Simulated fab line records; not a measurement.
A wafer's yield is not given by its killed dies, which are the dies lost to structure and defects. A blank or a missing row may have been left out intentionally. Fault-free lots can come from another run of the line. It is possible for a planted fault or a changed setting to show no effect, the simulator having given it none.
A lot that was struck, set against a sound lot :: flow sky130 :: 35 steps out of a route of 708
Sound: wafers L169.3, L169.5, L169.6. The struck wafers were L177.1, L177.2, L177.4. At the end, the cause is stated.
At each step with rows: each side's tool, then ch and its chambers, then its first start. Under that, the readings that differ: sound wafers :: struck wafers :: difference of the means :: sigmas: that difference in standard deviations of wafers without a fault.
alike: a reading whose means differ by less than 2 such deviations, as well as words and numbers matching on both sides. not compared: withheld readings; readings where some wafer has no value; bounds like >300 that might hide an equal value; numbers whose values overlap and for which the record gives no deviation.
A row with sigmas, a row that says differs or no value, or rows on one side alone: a step with any of these is where the two part. Numbers that don't overlap but have no deviation are shown without sigmas and don't part them. A reading that every wafer of one side lacks parts them only if that side has two wafers or more.

first, 5 steps without rows for these wafers: SKY_METAL5_SOFTBAKE_10 (time 60 s); SKY_METAL5_EXPOSE_11 (exposes mask MM5, target cd 1600 nm); SKY_METAL5_PEB_12; SKY_METAL5_DEVELOP_13 (develop time 60 s); SKY_METAL5_DESCUM_14 (chemistry O2, time 11 s).
SKY_METAL5_METAL_ETCH_15: etches the open film in Cl2/BCl3, stops on SiO2, target depth 1260 nm, time 252 s.
  sound on rieMetal-01 ch 0,1, day 44 19:17; struck on rieMetal-01 ch 0,1, day 46 12:55
  alike: drypumpMotorCurrentA, heBacksideLeakSccm, oesProductAu, throttleValvePct
  not compared: rfHoursCounterH
SKY_METAL5_STRIP_16: strips in O2/N2.
  sound on plasmaAsher-02 ch 0,1, day 44 19:29; struck on plasmaAsher-03 ch 0,1, day 46 13:08
  alike: drypumpMotorCurrentA, oesProductAu, stripTimeToEndpointS
  not compared: rfHoursCounterH
then, 3 steps without rows for these wafers: SKY_METAL5_STRIP_17 (strips in post etch residue remover, time 1200 s); SKY_METAL5_CLEAN_18 (cleans in IPA, time 180 s); SKY_METAL5_CLEAN_19 (cleans in O3/DIW).
SKY_PASSIVATION_CVD_00: deposits SiO2, target thk 90 nm.
  sound on pecvd-01 ch 0,2, day 44 20:07; struck on pecvd-03 ch 0,1,2, day 46 13:47
  alike: heaterPowerW, susceptorTempC
SKY_PASSIVATION_THK_MEAS_01:
  sound: filmMetro-02 at day 44 20:09; struck: filmMetro-03 at day 46 13:48
reading: PASSIVATION_CVD_00_THK (nm)
sound: 90.2 93.4 91.7
struck: 87.7 88.0 89.6
difference: -3.3
sigmas: -3
SKY_PASSIVATION_CVD_02: deposits Si3N4, target thk 540 nm.
  sound on pecvd-03 ch 0,2, day 44 20:11; struck on pecvd-02 ch 0,2, day 46 13:52
reading: model.Si3N4_of_PASSIVATION_CVD_02.thkNm (nm)
sound: 544.2 551.2 544
struck: 593.7 596.2 607.5
difference: +52.7
sigmas: 
  alike: heaterPowerW, susceptorTempC
SKY_PASSIVATION_THK_MEAS_03:
  sound: filmMetro-03 at day 44 20:33; struck: filmMetro-03 at day 46 14:16
reading: PASSIVATION_CVD_02_THK (nm)
sound: 544 552 544
struck: 594 596 607
difference: +52
sigmas: +8
then, 7 steps without rows for these wafers: SKY_PASSIVATION_DEHYDRATE_04 (time 60 s); SKY_PASSIVATION_HMDS_05 (prime time 60 s); SKY_PASSIVATION_COAT_06 (resist thk 3000 nm); SKY_PASSIVATION_SOFTBAKE_07; SKY_PASSIVATION_EXPOSE_08 (exposes mask NSM, target cd 3000 nm); SKY_PASSIVATION_PEB_09; SKY_PASSIVATION_DEVELOP_10 (develop time 60 s).
SKY_PASSIVATION_ETCH_11: etches the open film in CF4/O2, stops on AlCu, target depth 725 nm, time 161.1 s.
  sound on rieDiel-01 ch 0,3, day 45 17:04; struck on rieDiel-02 ch 0,1,3, day 47 09:53
  alike: drypumpMotorCurrentA, oesProductAu, throttleValvePct
  not compared: rfHoursCounterH, model.PASSIVATION.featureDepthNm, model.etch.depthNm
SKY_PASSIVATION_STRIP_12: strips in O2/N2.
  sound on plasmaAsher-03 ch 0,1, day 45 17:13; struck on plasmaAsher-04 ch 0,1, day 47 09:59
  alike: drypumpMotorCurrentA, oesProductAu, stripTimeToEndpointS
  not compared: rfHoursCounterH
then, 7 steps without rows for these wafers: SKY_PAD_OPEN_DEHYDRATE_00 (time 60 s); SKY_PAD_OPEN_HMDS_01 (prime time 60 s); SKY_PAD_OPEN_COAT_02 (resist thk 3000 nm); SKY_PAD_OPEN_SOFTBAKE_03; SKY_PAD_OPEN_EXPOSE_04 (exposes mask PDM, target cd 60000 nm); SKY_PAD_OPEN_PEB_05; SKY_PAD_OPEN_DEVELOP_06 (develop time 60 s).
SKY_PAD_OPEN_ETCH_07: etches the open film in CF4/O2, stops on AlCu, target depth 725 nm, time 161.1 s.
  sound on rieDiel-02 ch 0,1,3, day 46 13:55; struck on rieDiel-01 ch 0,1,2, day 48 05:47
reading: drypumpMotorCurrentA (A)
sound: 6.6 6.2 6.2
struck: 5.2 5.2 5.8
difference: -0.9
sigmas: -2
  alike: oesProductAu, throttleValvePct
  not compared: rfHoursCounterH, model.PAD_OPEN.featureDepthNm, model.etch.depthNm
SKY_PAD_OPEN_STRIP_08: strips in O2/N2.
  sound on plasmaAsher-02 ch 0,1, day 46 14:04; struck on plasmaAsher-02 ch 0,1, day 48 05:53
reading: stripTimeToEndpointS (s)
sound: 36.98 36.97 36.97
struck: 37.14 37.17 37.16
difference: +0.18
sigmas: +2
  alike: drypumpMotorCurrentA, oesProductAu
  not compared: rfHoursCounterH
SKY_PAD_OPEN_STRIP_09: strips in post etch residue remover, time 1200 s.
  sound on wetBench-04 ch 2, day 46 14:08; struck on wetBench-02 ch 3, day 48 05:59
reading: model.Si3N4_of_PASSIVATION_CVD_02.thkNm (nm)
sound: 543.9 550.8 543.6
struck: 593.4 595.9 607.1
difference: +52.7
sigmas: 
then, 1 step without rows for these wafers: SKY_PAD_OPEN_CLEAN_10 (cleans in IPA, time 180 s).
SKY_PAD_OPEN_PROBE_99:
  sound wafers here have rows in the record (prober-01, day 46 16:23); struck ones have none

## WHERE THEY PART
Last at SKY_PAD_OPEN_PROBE_99 as far as this record goes, first at SKY_PASSIVATION_THK_MEAS_01.

WHY: the cause the simulator had injected
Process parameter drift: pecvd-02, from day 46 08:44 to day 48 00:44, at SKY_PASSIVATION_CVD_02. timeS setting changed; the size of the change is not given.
